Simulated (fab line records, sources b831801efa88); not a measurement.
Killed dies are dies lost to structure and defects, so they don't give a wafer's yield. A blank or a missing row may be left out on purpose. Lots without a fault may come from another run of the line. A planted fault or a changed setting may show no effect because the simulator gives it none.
fab line records | flow sky130
record lots=6 wafers=18 last_day=51
route steps=708 shown VIA1@473 METAL2@483 PAD_OPEN@708
lots that met no fault: from a run of the same line without faults
start_h: hours from the record's first day to the start of the lot's first wafer shown | wait_h: hours since the lot's step before | " the same as in the row above | L1.1+2: a row that stands for several wafers | - no value, or no start given | * or withheld: withheld | < > ~ a bound
route shown NAME@n: a module of which the file shows steps, and the number in the route of the first | usual: mean/standard deviation of fault-free wafers | same: alike in all rows | chamber/n: place in a boat | sites: the reading at each site | _std_site: their standard deviation | _edge_site: outer sites' mean less inner sites' | radius_mm: how far each site lies from the wafer's centre | mask NAME#n: copy n | behind: the tool/chamber that last shaped the wafer | hold: why the lot was held/for how many hours/how that ended | device: the transistor (n, p or np) that didn't switch | end of line: the same wafers' tests at the end of the route | a step without rows: its recipe alone | killed: dies lost to structure and defects at the first sort, not the wafer's yield | map: a wafer's dies, x killed, . not, _ none there
set.NAME: the setting as run; set.NAME@STEP: as run at that earlier step | model.NAME: the simulator's own value behind a step, which no gauge read
lots at some steps of the route; a table a step, a row a wafer
services: from which hour (start_h, from the record's first day; less than 0 if before it) a tool's chamber was out of use, for how many hours, and why
## steps
# step SKY_VIA1_ETCH_15
# recipe target=SiO2 chemistry=C4F8/O2/Ar target_depth_nm=351 stop_on=TiN mask_material=KrF-thick source_w=1500 bias_w=1200 pressure_mtorr=40 c4f8_flow_sccm=withheld O2_flow_sccm=6 Ar_flow_sccm=300 time_s=54
# usual chamber_pressure_mTorr=40.00/0.036 oes_product_au=0.982/0.006
# columns lot.wafer tool chamber start_h wait_h chamber_pressure_mTorr oes_product_au rf_hours_counter_h
L649.2 rie_diel-04 3 795.04 0.0 39.97 0.986 6
L649.3 " 1 " " 39.98 0.981 14
L649.6 " 1 " " 39.95 0.982 -
L661.2 rie_diel-02 1 890.98 0.0 40.01 0.977 5
L661.4 " 0 " " 40.05 0.974 6
L661.6 " 2 " " 39.99 0.983 -
L663.3 rie_diel-04 1 900.25 0.0 39.99 0.989 18
L663.4 " 0 " " 39.97 0.984 17
L663.6 " 2 " " 40.02 0.987 -
L664.3 rie_diel-02 2 903.80 0.0 39.94 0.973 4
L664.5 " 1 " " 40.00 0.988 -
L664.6 " 2 " " 40.01 0.972 -
L668.2 rie_diel-02 3 935.70 0.0 39.96 0.988 4
L668.4 " 1 " " 39.93 0.974 7
L668.5 " 2 " " 39.98 0.983 -
L671.2 rie_diel-02 2 984.29 0.0 40.02 0.981 6
L671.4 " 3 " " 40.05 0.987 -
L671.5 " 1 " " 40.03 0.984 -
# step SKY_VIA1_STRIP_16
# recipe chemistry=O2/N2 power_w=1400 pressure_mtorr=1500 platen_temp_c=withheld o2_flow_sccm=3000 n2_flow_sccm=300 overash_fraction=0.5
# usual chamber_pressure_mTorr=1500.1/1.4 drypump_motor_current_A=5.7/0.4 oes_product_au=0.415/0.0046 strip_time_to_endpoint_s=4.442/0.024
# columns lot.wafer tool chamber start_h wait_h chamber_pressure_mTorr drypump_motor_current_A oes_product_au rf_hours_counter_h strip_time_to_endpoint_s
L649.2 plasma_asher-03 1 795.08 0.0 1499.3 5.6 0.407 99 4.432
L649.3 " 1 " " 1500.8 5.6 0.421 - 4.413
L649.6 " 0 " " 1498.9 5.7 0.417 - 4.408
L661.2 plasma_asher-01 0 891.03 0.0 1501.3 5.3 0.409 78 4.435
L661.4 " 1 " " 1500.0 6.2 0.413 - 4.429
L661.6 " 0 " " 1499.7 5.3 0.410 - 4.433
L663.3 plasma_asher-01 0 900.33 0.1 1500.0 5.3 0.408 - 4.414
L663.4 " 1 " " 1501.4 6.2 0.414 - 4.438
L663.6 " 0 " " 1499.4 5.3 0.416 - 4.462
L664.3 plasma_asher-01 1 903.88 0.1 1498.7 6.2 0.425 - 4.472
L664.5 " 1 " " 1501.7 6.2 0.421 - 4.457
L664.6 " 0 " " 1499.2 5.3 0.414 - 4.467
L668.2 plasma_asher-03 0 935.75 0.0 1501.2 5.7 0.425 111 4.465
L668.4 " 1 " " 1500.8 5.6 0.414 - 4.466
L668.5 " 1 " " 1500.2 5.6 0.415 - 4.452
L671.2 plasma_asher-03 1 984.33 0.0 1501.5 5.6 0.419 115 4.453
L671.4 " 1 " " 1496.6 5.6 0.415 - 4.436
L671.5 " 1 " " 1499.0 5.6 0.415 - 4.449
# step SKY_VIA1_STRIP_17
# recipe chemistry=post_etch_residue_remover time_s=1200 temp_c=72.5
# step SKY_VIA1_CLEAN_18
# recipe chemistry=IPA time_s=180 temp_c=25
# step SKY_VIA1_CLEAN_19
# recipe chemistry=O3/DIW dry=n2_spin
# step SKY_VIA1_SPUTTER_20
# recipe material=TiN target_thk_nm=20 chamber_pressure_pa=5 power_w=4000 time_s=80
# usual cathode_dc_power_W=4000.1/0.7 chamber_pressure_pa=5.000/0.0098 throttle_valve_pct=29.6/1.2
# columns lot.wafer tool chamber start_h wait_h cathode_dc_power_W chamber_pressure_pa throttle_valve_pct
L649.2 pvd_sputter-02 - 795.67 0.0 4001.8 5.007 30.3
L649.3 " - " " 3999.3 5.015 29.7
L649.6 " - " " 4000.6 5.003 27.2
L661.2 pvd_sputter-02 - 891.69 0.0 4000.7 5.003 27.4
L661.4 " - " " 3998.6 5.006 28.3
L661.6 " - " " 3999.7 5.001 27.4
L663.3 pvd_sputter-04 - 900.94 0.0 4000.4 4.996 29.7
L663.4 " - " " 3998.6 4.988 30.6
L663.6 " - " " 3999.2 4.996 30.2
L664.3 pvd_sputter-02 - 904.48 0.0 4000.6 5.007 29.9
L664.5 " - " " 4000.4 4.996 27.2
L664.6 " - " " 3999.9 5.015 30.4
L668.2 pvd_sputter-04 - 936.34 0.0 3999.4 5.009 29.7
L668.4 " - " " 3999.8 5.013 30.8
L668.5 " - " " 4001.3 5.005 28.5
L671.2 pvd_sputter-02 - 984.96 0.0 3998.8 5.015 30.3
L671.4 " - " " 3998.3 5.006 28.4
L671.5 " - " " 4000.2 4.997 28.2
# step SKY_VIA1_CVD_21
# recipe material=W target_thk_nm=270 time_s=80.902 temp_c=400 pressure_torr=40
# step SKY_VIA1_RS_MEAS_22
# recipe thk_meas_gauge=four-point-probe reads=W_of_VIA1_CVD_21+TiN_of_VIA1_SPUTTER_20
# usual VIA1_W_RS=0.428/0.0052
# columns lot.wafer tool chamber start_h wait_h VIA1_W_RS[ohm/sq]
L649.2 film_metro-03 - 795.85 0.1 0.418
L649.3 " - " " 0.422
L649.6 " - " " 0.423
L661.2 film_metro-01 - 891.95 0.1 0.432
L661.4 " - " " 0.430
L661.6 " - " " 0.433
L663.3 film_metro-01 - 901.13 0.1 0.427
L663.4 " - " " 0.438
L663.6 " - " " 0.434
L664.3 film_metro-02 - 904.68 0.1 0.421
L664.5 " - " " 0.428
L664.6 " - " " 0.424
L668.2 film_metro-03 - 936.51 0.1 0.431
L668.4 " - " " 0.428
L668.5 " - " " 0.431
L671.2 film_metro-02 - 985.14 0.1 0.419
L671.4 " - " " 0.418
L671.5 " - " " 0.419
# step SKY_VIA1_THK_MEAS_23
# recipe thk_meas_gauge=xrf reads=W_of_VIA1_CVD_21
# usual VIA1_W_THK=267/3.7
# columns lot.wafer tool chamber start_h wait_h VIA1_W_THK[nm]
L649.2 film_metro-03 - 795.96 0.1 272
L649.3 " - " " 271
L649.6 " - " " 271
L661.2 film_metro-01 - 892.06 0.1 262
L661.4 " - " " 264
L661.6 " - " " 263
L663.3 film_metro-01 - 901.23 0.1 266
L663.4 " - " " 259
L663.6 " - " " 262
L664.3 film_metro-02 - 904.78 0.1 271
L664.5 " - " " 267
L664.6 " - " " 269
L668.2 film_metro-03 - 936.62 0.1 265
L668.4 " - " " 266
L668.5 " - " " 264
L671.2 film_metro-02 - 985.25 0.1 272
L671.4 " - " " 274
L671.5 " - " " 274
# step SKY_VIA1_CMP_24
# recipe stop_on=SiO2 t_overpolish_s=15 down_force_psi=3.5 platen_rpm=60 target_thk_nm=0 pad_velocity_m_s=0.94248
# step SKY_METAL2_SPUTTER_00
# recipe material=Ti target_thk_nm=15 power_w=3000 time_s=10 chamber_pressure_pa=0.4
# step SKY_METAL2_SPUTTER_01
# recipe material=TiN target_thk_nm=20 power_w=6500 time_s=16.7 chamber_pressure_pa=0.4
# usual cathode_dc_power_W=6500.0/1.1 chamber_pressure_pa=0.4000/0.00075 throttle_valve_pct=30.3/0.86
# columns lot.wafer tool chamber start_h wait_h cathode_dc_power_W chamber_pressure_pa throttle_valve_pct
L649.2 pvd_sputter-03 - 796.33 0.0 6500.7 0.4004 30.8
L649.3 " - " " 6500.7 0.3996 29.2
L649.6 " - " " 6499.7 0.3997 30.5
L661.2 pvd_sputter-01 - 892.44 0.0 6499.8 0.3998 31.0
L661.4 " - " " 6500.2 0.4004 31.6
L661.6 " - " " 6499.7 0.4008 30.3
L663.3 pvd_sputter-01 - 901.59 0.0 6498.3 0.4002 31.1
L663.4 " - " " 6497.6 0.4009 29.9
L663.6 " - " " 6499.4 0.4000 31.6
L664.3 pvd_sputter-04 - 905.14 0.0 6500.4 0.4005 30.5
L664.5 " - " " 6498.7 0.3998 29.9
L664.6 " - " " 6499.8 0.3997 28.9
L668.2 pvd_sputter-04 - 937.43 0.0 6500.1 0.3993 29.8
L668.4 " - " " 6499.9 0.3989 28.5
L668.5 " - " " 6499.1 0.4017 30.2
L671.2 pvd_sputter-03 - 985.62 0.0 6501.4 0.3990 31.2
L671.4 " - " " 6500.5 0.3995 30.1
L671.5 " - " " 6498.3 0.3998 31.0
# step SKY_METAL2_SPUTTER_02
# recipe material=AlCu target_thk_nm=250 power_w=10600 time_s=13.3 chamber_pressure_pa=0.4
# usual cathode_dc_power_W=10600/1.9 chamber_pressure_pa=0.4000/0.00086 throttle_valve_pct=30.3/0.85
# columns lot.wafer tool chamber start_h wait_h cathode_dc_power_W chamber_pressure_pa throttle_valve_pct
L649.2 pvd_sputter-03 - 796.36 0.0 10604 0.4006 30.7
L649.3 " - " " 10597 0.4006 29.1
L649.6 " - " " 10598 0.3989 30.3
L661.2 pvd_sputter-01 - 892.46 0.0 10603 0.3997 31.1
L661.4 " - " " 10602 0.3985 31.4
L661.6 " - " " 10601 0.3999 30.1
L663.3 pvd_sputter-01 - 901.62 0.0 - - -
L663.4 " - " " - - -
L663.6 " - " " - - -
L664.3 pvd_sputter-04 - 905.17 0.0 - - -
L664.5 " - " " - - -
L664.6 " - " " - - -
L668.2 pvd_sputter-04 - 937.46 0.0 10601 0.4000 29.8
L668.4 " - " " 10600 0.4002 28.7
L668.5 " - " " 10597 0.3997 30.3
L671.2 pvd_sputter-03 - 985.64 0.0 10599 0.4002 30.7
L671.4 " - " " 10600 0.4004 29.8
L671.5 " - " " 10600 0.3983 30.9
# step SKY_METAL2_SPUTTER_03
# recipe material=Ti target_thk_nm=5 power_w=3000 time_s=3.3 chamber_pressure_pa=0.4
# usual cathode_dc_power_W=3000.0/0.55 chamber_pressure_pa=0.4001/0.00085 throttle_valve_pct=30.4/0.83
# columns lot.wafer tool chamber start_h wait_h cathode_dc_power_W chamber_pressure_pa throttle_valve_pct
L649.2 pvd_sputter-03 - 796.38 0.0 2999.7 0.4009 30.4
L649.3 " - " " 3000.3 0.4005 29.3
L649.6 " - " " 3000.0 0.4003 30.6
L661.2 pvd_sputter-01 - 892.49 0.0 3000.5 0.3992 30.7
L661.4 " - " " 3000.8 0.4000 31.5
L661.6 " - " " 2999.7 0.4001 29.9
L663.3 pvd_sputter-01 - 901.64 0.0 2999.5 0.4003 31.2
L663.4 " - " " 3000.1 0.4008 30.0
L663.6 " - " " 3001.1 0.4006 31.8
L664.3 pvd_sputter-04 - 905.19 0.0 2999.2 0.4015 30.6
L664.5 " - " " 2999.8 0.3992 29.8
L664.6 " - " " 3000.7 0.3996 28.8
L668.2 pvd_sputter-04 - 937.48 0.0 2999.7 0.4001 29.7
L668.4 " - " " 2999.8 0.4004 28.8
L668.5 " - " " 2999.6 0.3986 30.4
L671.2 pvd_sputter-03 - 985.67 0.0 3000.1 0.4010 30.9
L671.4 " - " " 2999.8 0.3998 29.7
L671.5 " - " " 2999.5 0.4000 30.9
# step SKY_METAL2_SPUTTER_04
# recipe material=TiN target_thk_nm=70 power_w=6500 time_s=58.3 chamber_pressure_pa=0.4
# step SKY_METAL2_RS_MEAS_05
# recipe thk_meas_gauge=four-point-probe reads=TiN_of_METAL2_SPUTTER_04+Ti_of_METAL2_SPUTTER_03+AlCu_of_METAL2_SPUTTER_02+TiN_of_METAL2_SPUTTER_01+Ti_of_METAL2_SPUTTER_00
# usual METAL2_ALCU_RS=0.1266/0.0017
# columns lot.wafer tool chamber start_h wait_h METAL2_ALCU_RS[ohm/sq]
L649.2 film_metro-03 - 796.47 0.0 0.1259
L649.3 " - " " 0.1257
L649.6 " - " " 0.1262
L661.2 film_metro-03 - 892.57 0.0 0.1248
L661.4 " - " " 0.1285
L661.6 " - " " 0.1247
L663.3 film_metro-04 - 901.75 0.1 8.3985
L663.4 " - " " 8.5316
L663.6 " - " " 8.4304
L664.3 film_metro-04 - 905.30 0.1 8.5563
L664.5 " - " " 8.6787
L664.6 " - " " 8.6016
L668.2 film_metro-01 - 937.57 0.0 0.1272
L668.4 " - " " 0.1280
L668.5 " - " " 0.1256
L671.2 film_metro-01 - 985.75 0.0 0.1260
L671.4 " - " " 0.1255
L671.5 " - " " 0.1260
# step SKY_METAL2_THK_MEAS_06
# recipe thk_meas_gauge=xrf reads=AlCu_of_METAL2_SPUTTER_02
# usual METAL2_ALCU_THK=251/3.2
# columns lot.wafer tool chamber start_h wait_h METAL2_ALCU_THK[nm]
L649.2 film_metro-03 - 796.58 0.1 252
L649.3 " - " " 251
L649.6 " - " " 253
L661.2 film_metro-03 - 892.68 0.1 253
L661.4 " - " " 244
L661.6 " - " " 253
L663.3 film_metro-04 - 901.85 0.1 <0
L663.4 " - " " <0
L663.6 " - " " <0
L664.3 film_metro-04 - 905.40 0.1 <0
L664.5 " - " " <0
L664.6 " - " " <0
L668.2 film_metro-01 - 937.68 0.1 250
L668.4 " - " " 247
L668.5 " - " " 255
L671.2 film_metro-01 - 985.86 0.1 252
L671.4 " - " " 253
L671.5 " - " " 255
# step SKY_METAL2_DEHYDRATE_07
# recipe temp_c=200 time_s=60
# step SKY_PAD_OPEN_PROBE_99
# usual defect_limited_yield=82.6/1.8 killed_at_M0_to_M3=43/6.5 killed_at_M4_up=3.1/1.8 killed_at_contacts=24/5.6 killed_at_front_end=15/4.2 killed_at_other=0.3/0.5 killed_dies=86/8.9 killed_on_rim=17/4.3 killed_open=47/6.9 killed_short=39/5.9 sort_bin_3_pad_short=0.9/0.39 sort_bin_5_function=10.4/1.6 sort_bin_6_memory=6.2/1 sort_n_pass=406/8.9 sort_yield_pct=82.6/1.8
# same gross_dies=492 killed_at_back_side=0 sort_bin_4_leakage[%]=0 sort_bin_8_speed[%]=0
# columns lot.wafer tool chamber start_h wait_h defect_limited_yield[%] killed_at_M0_to_M3 killed_at_M4_up killed_at_contacts killed_at_front_end killed_at_other killed_dies killed_on_rim killed_open killed_short sort_bin_3_pad_short[%] sort_bin_5_function[%] sort_bin_6_memory[%] sort_n_pass sort_yield_pct[%]
L649.2 prober-02 - 1076.94 0.1 83.9 41 3 21 13 1 79 15 42 37 0.8 7.7 7.5 413 83.9
L649.3 prober-02 - 1076.99 0.2 84.6 34 3 27 12 0 76 11 40 36 0.8 10.6 4.1 416 84.6
L649.6 prober-02 - 1077.14 0.2 82.7 44 1 18 22 0 85 15 52 33 0.8 10.6 5.9 407 82.7
L661.2 prober-01 - 1148.43 0.1 81.5 47 0 24 20 0 91 23 52 39 1.2 12.2 5.1 401 81.5
L661.4 prober-01 - 1148.53 0.2 81.9 38 2 33 16 0 89 10 49 40 0.6 11.4 6.1 403 81.9
L661.6 prober-01 - 1148.63 0.2 83.9 40 3 24 12 0 79 18 52 27 0.8 8.7 6.5 413 83.9
L663.3 prober-01 - 1156.65 0.2 0 448 3 33 8 0 492 96 51 32 0.6 92.3 7.1 0 0
L663.4 prober-01 - 1156.70 0.2 0 453 3 23 13 0 492 96 51 38 0.6 92.7 6.7 0 0
L663.6 prober-01 - 1156.80 0.2 0 468 0 14 10 0 492 96 33 30 1.0 95.5 3.5 0 0
L664.3 prober-02 - 1158.07 0.2 0 441 3 25 23 0 492 96 46 43 1.0 92.7 6.3 0 0
L664.5 prober-02 - 1158.17 0.2 0 439 3 28 21 1 492 96 42 49 1.0 92.5 6.5 0 0
L664.6 prober-02 - 1158.22 0.2 0 442 2 23 25 0 492 96 48 40 0.6 92.7 6.7 0 0
L668.2 prober-02 - 1180.51 0.1 84.8 37 2 19 16 1 75 16 40 35 0 9.1 6.1 417 84.8
L668.4 prober-02 - 1180.61 0.2 80.7 52 3 28 12 0 95 22 55 40 1.0 13.0 5.3 397 80.7
L668.5 prober-02 - 1180.66 0.2 80.9 57 2 20 15 0 94 21 64 30 0.6 10.6 7.9 398 80.9
L671.2 prober-02 - 1212.08 0.1 81.9 44 1 21 23 0 89 18 59 30 0.8 8.3 8.9 403 81.9
L671.4 prober-02 - 1212.18 0.2 82.5 41 2 26 17 0 86 17 40 46 1.2 11.0 5.3 406 82.5
L671.5 prober-02 - 1212.23 0.2 80.3 44 1 36 15 1 97 18 52 45 0.8 12.8 6.1 395 80.3
# killed by level:class
L649.2 CONTACT:geometric_particle:open=9 VIA3:geometric_particle:short=8 POLY_GATE:geometric_particle:short=6 VIA3:geometric_particle:open=6 VIA1:geometric_particle:open=5 VIA2:geometric_particle:open=5 LOCAL_INTERCONNECT:geometric_particle:short=4 METAL1:geometric_particle:short=4
L649.3 CONTACT:geometric_particle:open=14 VIA1:geometric_particle:open=7 METAL2:geometric_particle:short=6 POLY_GATE:geometric_particle:short=5 METAL1:geometric_particle:short=5 VIA2:geometric_particle:open=5 LI_CONTACT:geometric_particle:open=4 CONTACT:geometric_particle:short=4
L649.6 VIA1:geometric_particle:open=11 VIA2:geometric_particle:open=9 CONTACT:geometric_particle:open=8 POLY_GATE:geometric_particle:open=7 VIA3:geometric_particle:open=7 METAL2:geometric_particle:short=5 LI_CONTACT:geometric_particle:open=5 VIA3:geometric_particle:short=5
L661.2 VIA1:geometric_particle:open=15 CONTACT:geometric_particle:open=9 VIA1:geometric_particle:short=7 VIA2:geometric_particle:open=7 FIELD_ISO:geometric_particle:open=6 LI_CONTACT:geometric_particle:open=5 FIELD_ISO:geometric_particle:short=4 LOCAL_INTERCONNECT:geometric_particle:short=4
L661.4 CONTACT:geometric_particle:open=11 LI_CONTACT:geometric_particle:open=9 LOCAL_INTERCONNECT:geometric_particle:short=9 VIA1:geometric_particle:open=7 VIA2:geometric_particle:open=7 VIA3:geometric_particle:short=6 FIELD_ISO:geometric_particle:short=4 POLY_GATE:geometric_particle:open=4
L661.6 CONTACT:geometric_particle:open=13 VIA3:geometric_particle:open=9 VIA1:geometric_particle:open=9 LI_CONTACT:geometric_particle:open=5 VIA2:geometric_particle:open=5 METAL1:geometric_particle:short=4 VIA2:geometric_particle:short=4 FIELD_ISO:geometric_particle:open=3
L663.3 METAL2:area_sputter=409 LI_CONTACT:geometric_particle:open=16 CONTACT:geometric_particle:open=8 VIA2:geometric_particle:open=7 VIA1:geometric_particle:open=6 VIA2:geometric_particle:short=6 METAL1:geometric_particle:short=5 FIELD_ISO:geometric_particle:short=4
L663.4 METAL2:area_sputter=403 VIA1:geometric_particle:open=12 VIA2:geometric_particle:open=8 LI_CONTACT:geometric_particle:open=7 LOCAL_INTERCONNECT:geometric_particle:short=6 METAL1:geometric_particle:short=6 VIA1:geometric_particle:short=5 VIA3:geometric_particle:open=5
L663.6 METAL2:area_sputter=429 METAL1:geometric_particle:short=9 VIA2:geometric_particle:open=5 VIA3:geometric_particle:open=5 LOCAL_INTERCONNECT:geometric_particle:short=5 VIA1:geometric_particle:open=5 POLY_GATE:geometric_particle:short=3 LI_CONTACT:geometric_particle:open=3
L664.3 METAL2:area_sputter=403 VIA1:geometric_particle:open=10 CONTACT:geometric_particle:open=8 POLY_GATE:geometric_particle:open=6 CONTACT:geometric_particle:short=6 METAL1:geometric_particle:short=6 LOCAL_INTERCONNECT:geometric_particle:short=5 VIA3:geometric_particle:open=5
L664.5 METAL2:area_sputter=401 CONTACT:geometric_particle:open=14 VIA1:geometric_particle:open=8 FIELD_ISO:geometric_particle:open=7 METAL1:geometric_particle:short=7 LI_CONTACT:geometric_particle:short=5 CONTACT:geometric_particle:short=5 VIA3:geometric_particle:short=5
L664.6 METAL2:area_sputter=404 CONTACT:geometric_particle:open=13 FIELD_ISO:geometric_particle:short=7 VIA1:geometric_particle:open=7 METAL2:geometric_particle:short=7 FIELD_ISO:geometric_particle:open=6 METAL1:geometric_particle:short=5 POLY_GATE:geometric_particle:short=4
L668.2 VIA1:geometric_particle:open=7 LI_CONTACT:geometric_particle:open=6 CONTACT:geometric_particle:open=6 VIA2:geometric_particle:open=5 VIA3:geometric_particle:open=5 POLY_GATE:geometric_particle:open=4 POLY_GATE:geometric_particle:short=4 LOCAL_INTERCONNECT:geometric_particle:short=4
L668.4 CONTACT:geometric_particle:open=13 VIA1:geometric_particle:open=11 VIA1:geometric_particle:short=7 FIELD_ISO:geometric_particle:short=6 LI_CONTACT:geometric_particle:open=6 VIA3:geometric_particle:open=6 METAL1:geometric_particle:short=5 METAL2:geometric_particle:short=5
L668.5 VIA1:geometric_particle:open=17 VIA3:geometric_particle:open=13 CONTACT:geometric_particle:open=10 VIA1:geometric_particle:short=7 METAL1:geometric_particle:short=6 POLY_GATE:geometric_particle:open=5 VIA2:geometric_particle:open=5 FIELD_ISO:geometric_particle:short=4
L671.2 CONTACT:geometric_particle:open=13 VIA2:geometric_particle:open=8 VIA1:geometric_particle:open=7 VIA3:geometric_particle:open=7 FIELD_ISO:geometric_particle:open=5 FIELD_ISO:geometric_particle:short=5 LI_CONTACT:geometric_particle:open=5 METAL1:geometric_particle:short=4
L671.4 CONTACT:geometric_particle:open=13 POLY_GATE:geometric_particle:short=6 VIA2:geometric_particle:short=6 VIA1:geometric_particle:open=6 VIA3:geometric_particle:open=5 METAL1:geometric_particle:short=5 VIA1:geometric_particle:short=5 VIA2:geometric_particle:open=5
L671.5 CONTACT:geometric_particle:open=12 METAL1:geometric_particle:short=9 METAL2:geometric_particle:short=8 LI_CONTACT:geometric_particle:open=8 CONTACT:geometric_particle:short=8 VIA1:geometric_particle:open=8 POLY_GATE:geometric_particle:short=6 POLY_GATE:geometric_particle:open=6
# map L663.3 (x killed, . not)
__________xxxxxxxxxx_________
________xxxxxxxxxxxxxx_______
______xxxxxxxxxxxxxxxxxx_____
_____xxxxxxxxxxxxxxxxxxxx____
____xxxxxxxxxxxxxxxxxxxxxx___
___xxxxxxxxxxxxxxxxxxxxxxxx__
__xxxxxxxxxxxxxxxxxxxxxxxxxx_
_xxxxxxxxxxxxxxxxxxxxxxxxxxxx
_xxxxxxxxxxxxxxxxxxxxxxxxxxxx
_xxxxxxxxxxxxxxxxxxxxxxxxxxxx
_xxxxxxxxxxxxxxxxxxxxxxxxxxxx
_xxxxxxxxxxxxxxxxxxxxxxxxxxxx
_xxxxxxxxxxxxxxxxxxxxxxxxxxxx
_xxxxxxxxxxxxxxxxxxxxxxxxxxxx
_xxxxxxxxxxxxxxxxxxxxxxxxxxxx
__xxxxxxxxxxxxxxxxxxxxxxxxxx_
___xxxxxxxxxxxxxxxxxxxxxxxx__
____xxxxxxxxxxxxxxxxxxxxxx___
_____xxxxxxxxxxxxxxxxxxxx____
______xxxxxxxxxxxxxxxxxx_____
________xxxxxxxxxxxxxx_______
__________xxxxxxxxxx_________
# map L664.3 (x killed, . not)
__________xxxxxxxxxx_________
________xxxxxxxxxxxxxx_______
______xxxxxxxxxxxxxxxxxx_____
_____xxxxxxxxxxxxxxxxxxxx____
____xxxxxxxxxxxxxxxxxxxxxx___
___xxxxxxxxxxxxxxxxxxxxxxxx__
__xxxxxxxxxxxxxxxxxxxxxxxxxx_
_xxxxxxxxxxxxxxxxxxxxxxxxxxxx
_xxxxxxxxxxxxxxxxxxxxxxxxxxxx
_xxxxxxxxxxxxxxxxxxxxxxxxxxxx
_xxxxxxxxxxxxxxxxxxxxxxxxxxxx
_xxxxxxxxxxxxxxxxxxxxxxxxxxxx
_xxxxxxxxxxxxxxxxxxxxxxxxxxxx
_xxxxxxxxxxxxxxxxxxxxxxxxxxxx
_xxxxxxxxxxxxxxxxxxxxxxxxxxxx
__xxxxxxxxxxxxxxxxxxxxxxxxxx_
___xxxxxxxxxxxxxxxxxxxxxxxx__
____xxxxxxxxxxxxxxxxxxxxxx___
_____xxxxxxxxxxxxxxxxxxxx____
______xxxxxxxxxxxxxxxxxx_____
________xxxxxxxxxxxxxx_______
__________xxxxxxxxxx_________
## services
# columns tool chamber start_h hours kind
pvd_sputter-02 - 772.52 4.3 repair
rie_diel-04 2 775.56 3.5 repair
rie_diel-02 2 787.87 7.6 repair
plasma_asher-03 - 803.68 15.6 repair
rie_diel-02 0 811.91 2.8 repair
rie_diel-04 2 812.05 1.5 repair
pvd_sputter-02 - 812.37 0.5 repair
pvd_sputter-01 - 863.33 0.8 repair
plasma_asher-03 - 890.27 4.5 repair
plasma_asher-03 - 903.29 0.5 repair
rie_diel-02 - 911.60 2.8 pm
plasma_asher-03 - 925.76 0.8 repair
plasma_asher-01 - 939.41 0.7 repair
rie_diel-04 0 942.80 4.1 repair
plasma_asher-03 - 952.52 6.6 repair
plasma_asher-03 - 960.43 3.4 repair
rie_diel-04 3 982.81 5.2 repair
rie_diel-02 0 983.98 4.4 repair
## key
first_sign step=SKY_METAL2_SPUTTER_02 reading=tool_record direction=missing
effect step=SKY_METAL2_RS_MEAS_05 reading=METAL2_ALCU_RS direction=up sigmas=99+ usual=0.1266 struck=8.5329
effect step=SKY_METAL2_THK_MEAS_06 reading=METAL2_ALCU_THK direction=down sigmas=79 usual=251 struck=<0
effect step=SKY_PAD_OPEN_PROBE_99 reading=killed_at_M0_to_M3 direction=up sigmas=62 usual=43 struck=448
more_kills_born_at SKY_METAL2_SPUTTER_02@pvd_sputter-01=1241 SKY_METAL2_SPUTTER_02@pvd_sputter-04=1208
met_at SKY_METAL2_SPUTTER_02
struck_wafers L663.3,L663.4,L663.6,L664.3,L664.5,L664.6
later_rows_left_out L663.3,L663.4,L663.6,L664.3,L664.5,L664.6
onset_between 892.46 901.62
fault kind=skipped_step_whole tool=pvd_sputter-01,pvd_sputter-04 chamber=- onset_h=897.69 steps=SKY_METAL2_SPUTTER_02 scope=struck_lots_only
# later_rows_left_out: the simulator's readings of these wafers behind a module that went badly wrong aren't trusted and aren't shown, but for the sort
